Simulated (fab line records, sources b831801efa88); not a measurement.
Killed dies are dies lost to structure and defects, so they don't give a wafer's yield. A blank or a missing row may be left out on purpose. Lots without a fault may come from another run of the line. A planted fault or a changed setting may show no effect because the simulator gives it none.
fab line records | flow sky130 | part 2 of 2: steps 31 to 40 of 40
record lots=5 wafers=15 last_day=49
route steps=708 shown VT_ADJUST_PCH@151 SONOS_TUNNEL@154 SONOS_ONO@168 GATE_OXIDE@187
lots that met no fault: from a run of the same line without faults
start_h: hours from the record's first day to the start of the lot's first wafer shown | wait_h: hours since the lot's step before | " the same as in the row above | L1.1+2: a row that stands for several wafers | - no value, or no start given | * or withheld: withheld | < > ~ a bound
route shown NAME@n: a module of which the file shows steps, and the number in the route of the first | usual: mean/standard deviation of fault-free wafers | same: alike in all rows | chamber/n: place in a boat | sites: the reading at each site | _std_site: their standard deviation | _edge_site: outer sites' mean less inner sites' | radius_mm: how far each site lies from the wafer's centre | mask NAME#n: copy n | behind: the tool/chamber that last shaped the wafer | hold: why the lot was held/for how many hours/how that ended | device: the transistor (n, p or np) that didn't switch | end of line: the same wafers' tests at the end of the route | a step without rows: its recipe alone | killed: dies lost to structure and defects at the first sort, not the wafer's yield | map: a wafer's dies, x killed, . not, _ none there
set.NAME: the setting as run; set.NAME@STEP: as run at that earlier step | model.NAME: the simulator's own value behind a step, which no gauge read
lots at some steps of the route; a table a step, a row a wafer
services: from which hour (start_h, from the record's first day; less than 0 if before it) a tool's chamber was out of use, for how many hours, and why
## steps
# step SKY_SONOS_ONO_CD_MEAS_13
# recipe target_cd_nm=410
# usual cd_nm=409.3/2.2
# columns lot.wafer tool chamber start_h wait_h cd_nm
L075.2 cd_sem-01 - 308.11 0.1 409.1
L075.3 " - " " 406.1
L075.6 " - " " 409.9
L080.2 cd_sem-02 - 362.92 0.1 408.2
L080.4 " - " " 408.7
L080.6 " - " " 406.5
L083.1 cd_sem-02 - 370.59 0.1 411.7
L083.2 " - " " 409.3
L083.4 " - " " 412.4
L085.1 cd_sem-02 - 384.70 0.1 412.2
L085.2 " - " " 415.6
L085.4 " - " " 412.0
L088.1 cd_sem-01 - 400.90 0.1 408.6
L088.5 " - " " 409.3
L088.6 " - " " 408.0
# step SKY_SONOS_ONO_OVL_MEAS_14
# usual SONOS_ONO_OVL=0.6/1.4
# columns lot.wafer tool chamber start_h wait_h SONOS_ONO_OVL[nm]
L075.2 overlay-01 - 308.22 0.1 0.7
L075.3 " - " " 1.2
L075.6 " - " " 0.4
L080.2 overlay-01 - 363.03 0.1 2.0
L080.4 " - " " 1.8
L080.6 " - " " -0.4
L083.1 overlay-02 - 370.71 0.1 2.1
L083.2 " - " " 1.5
L083.4 " - " " 1.6
L085.1 overlay-01 - 384.82 0.1 0.6
L085.2 " - " " 0.0
L085.4 " - " " 2.0
L088.1 overlay-02 - 401.02 0.1 2.3
L088.5 " - " " 1.8
L088.6 " - " " 0.0
# step SKY_SONOS_ONO_ETCH_15
# recipe target_depth_nm=19.52 chemistry=CHF3/O2 source_w=600 bias_w=200 pressure_mtorr=40 chf3_flow_sccm=50 O2_flow_sccm=5 time_s=7.8
# usual drypump_motor_current_A=5.8/0.52 oes_product_au=0.998/0.0087 throttle_valve_pct=8.824/0.0088
# columns lot.wafer tool chamber start_h wait_h drypump_motor_current_A oes_product_au rf_hours_counter_h throttle_valve_pct
L075.2 rie_diel-03 1 308.25 0.0 6.2 0.998 48 8.842
L075.3 " 2 " " 4.8 1.004 4 8.840
L075.6 " 1 " " 6.2 1.002 - 8.838
L080.2 rie_diel-03 0 363.06 0.0 5.8 1.004 48 8.811
L080.4 " 2 " " 4.8 0.998 5 8.807
L080.6 " 3 " " 5.6 1.000 - 8.823
L083.1 rie_diel-03 3 370.75 0.0 5.6 1.004 13 8.834
L083.2 " 0 " " 5.7 1.006 48 8.822
L083.4 " 1 " " 6.2 1.008 49 8.811
L085.1 rie_diel-03 1 384.86 0.0 6.2 1.012 49 8.833
L085.2 " 2 " " 4.7 1.009 5 8.835
L085.4 " 3 " " 5.6 1.004 14 8.838
L088.1 rie_diel-02 3 401.06 0.0 6.5 0.987 92 8.812
L088.5 " 1 " " 6.3 0.981 - 8.826
L088.6 " 2 " " 5.8 0.981 - 8.827
# step SKY_SONOS_ONO_WET_ETCH_16
# recipe chemistry=dHF target_depth_nm=14 dry=n2_spin target=SiO2 dilution=100:1 temp_c=25 time_s=280
# columns lot.wafer tool chamber start_h wait_h
L075.2+3+6 wet_bench-01 3 308.27 0.0
L080.2+4+6 wet_bench-01 3 363.09 0.0
L083.1+2+4 wet_bench-01 3 370.77 0.0
L085.1+2+4 wet_bench-01 2 384.88 0.0
L088.1+5+6 wet_bench-02 2 401.08 0.0
# step SKY_SONOS_ONO_STRIP_17
# recipe chemistry=O2/N2 power_w=1400 pressure_mtorr=1500 platen_temp_c=withheld o2_flow_sccm=3000 n2_flow_sccm=300 overash_fraction=0.5
# usual drypump_motor_current_A=5.5/0.53 oes_product_au=0.709/0.0048 strip_time_to_endpoint_s=14.10/0.045
# columns lot.wafer tool chamber start_h wait_h drypump_motor_current_A oes_product_au rf_hours_counter_h strip_time_to_endpoint_s
L075.2 plasma_asher-01 0 308.36 0.0 5.3 0.714 64 14.23
L075.3 " 0 " " 5.3 0.711 - 14.14
L075.6 " 1 " " 6.2 0.701 - 14.19
L080.2 plasma_asher-04 0 363.18 0.0 5.2 0.717 70 14.06
L080.4 " 0 " " 5.2 0.718 - 14.12
L080.6 " 0 " " 5.2 0.716 - 14.09
L083.1 plasma_asher-02 1 370.87 0.0 5.9 0.712 24 14.10
L083.2 " 0 " " 4.8 0.710 24 14.11
L083.4 " 1 " " 5.9 0.712 - 14.15
L085.1 plasma_asher-04 1 384.97 0.0 6.0 0.714 72 14.10
L085.2 " 0 " " 5.2 0.701 72 14.15
L085.4 " 0 " " 5.2 0.700 - 14.16
L088.1 plasma_asher-01 1 401.17 0.0 6.2 0.714 72 14.05
L088.5 " 1 " " 6.2 0.704 - 14.04
L088.6 " 0 " " 5.2 0.709 - 14.05
# step SKY_SONOS_ONO_WET_ETCH_18
# recipe chemistry=H3PO4 target_depth_nm=15 target=Si3N4 temp_c=160 time_s=172
# columns lot.wafer tool chamber start_h wait_h
L075.2+3+6 wet_bench-03 2 308.46 0.1
L080.2+4+6 wet_bench-01 2 363.31 0.1
L083.1+2+4 wet_bench-02 0 370.97 0.1
L085.1+2+4 wet_bench-02 2 385.07 0.1
L088.1+5+6 wet_bench-01 3 401.27 0.1
# step SKY_GATE_OXIDE_CLEAN_00
# recipe chemistry=SC1/SC2 mix=1:4:20 temp_c=70 time_s=150 dry=n2_spin
# columns lot.wafer tool chamber start_h wait_h
L075.2+3+6 wet_bench-01 2 308.52 0.0
L080.2+4+6 wet_bench-01 1 363.37 0.0
L083.1+2+4 wet_bench-01 1 371.03 0.0
L085.1+2+4 wet_bench-01 1 385.12 0.0
L088.1+5+6 wet_bench-02 3 401.34 0.0
# step SKY_GATE_OXIDE_OXIDATION_01
# recipe temp_c=900 ambient=O2 stabilise_s=600 purge_s=300 target_thk_a=102.68 ox_time_s=1473
# same stabilise_s=600
# columns lot.wafer tool chamber start_h wait_h
L075.2+3+6 furnace-01 0 308.57 0.0
L080.2+4+6 furnace-02 0 365.84 2.4
L083.1+2+4 furnace-01 0 372.80 1.7
L085.1+2+4 furnace-01 0 387.27 2.1
L088.1+5+6 furnace-01 0 411.06 9.7
# step SKY_GATE_OXIDE_THK_MEAS_02
# recipe reads=SiO2_of_GATE_OXIDE_OXIDATION_01
# usual GATE_OXIDE_OXIDATION_00_THK=10.32/0.23
# columns lot.wafer tool chamber start_h wait_h GATE_OXIDE_OXIDATION_00_THK[nm]
L075.2 film_metro-03 - 309.99 0.0 10.42
L075.3 " - " " 10.31
L075.6 " - " " 10.36
L080.2 film_metro-02 - 367.26 0.0 10.23
L080.4 " - " " 10.15
L080.6 " - " " 10.20
L083.1 film_metro-02 - 374.20 0.0 10.56
L083.2 " - " " 10.62
L083.4 " - " " 10.50
L085.1 film_metro-03 - 388.68 0.0 10.41
L085.2 " - " " 10.47
L085.4 " - " " 10.45
L088.1 film_metro-04 - 412.47 0.0 10.37
L088.5 " - " " 10.47
L088.6 " - " " 10.19
# step SKY_GATE_OXIDE_DEHYDRATE_03
# recipe temp_c=200 time_s=60
# usual heater_power_total_W=160.36/0.12 plate_temp_C=200.03/0.15
# columns lot.wafer tool chamber start_h wait_h heater_power_total_W plate_temp_C
L075.2 litho_track-01 0 323.03 13.0 160.33 200.02
L075.3 " 0 " " 160.55 200.17
L075.6 " 0 " " 160.28 199.97
L080.2 litho_track-04 0 381.17 13.9 160.33 200.29
L080.4 " 0 " " 160.41 199.78
L080.6 " 0 " " 160.38 199.91
L083.1 litho_track-04 0 387.15 12.9 160.25 200.05
L083.2 " 0 " " 160.40 199.95
L083.4 " 0 " " 160.31 200.22
L085.1 litho_track-04 0 403.05 14.4 160.16 199.89
L085.2 " 0 " " 160.17 200.15
L085.4 " 0 " " 160.27 200.11
L088.1 litho_track-03 0 425.59 13.1 160.45 200.22
L088.5 " 0 " " 160.21 199.95
L088.6 " 0 " " 160.37 200.19
## services
# columns tool chamber start_h hours kind
rie_diel-03 2 236.58 3.0 repair
plasma_asher-02 - 240.68 0.9 repair
iline_stepper-02 - 247.30 1.7 pm
wet_bench-02 - 254.20 0.5 repair
furnace-02 - 261.63 2.9 pm
iline_stepper-01 - 270.04 2.1 pm
plasma_asher-03 - 270.39 0.4 repair
plasma_asher-01 - 279.19 3.9 repair
plasma_asher-04 - 283.36 8.3 repair
furnace-01 - 288.33 3.1 pm
furnace-01 - 320.34 3.1 pm
wet_bench-03 - 334.54 77.2 repair
lpcvd-03 - 352.83 0.8 pm
iline_stepper-02 - 356.40 8.9 pm
plasma_asher-02 - 357.72 8.3 repair
iline_stepper-02 - 365.38 2.1 pm
implanter-04 - 366.68 4.0 repair
furnace-02 - 368.59 3.5 pm
rie_diel-03 - 395.03 2.2 repair
implanter-04 - 395.04 38.2 repair
iline_stepper-02 - 402.34 4.4 pm
iline_stepper-01 - 406.79 1.7 pm
wet_bench-03 - 411.72 1.9 pm
wet_bench-04 - 414.61 2.2 repair
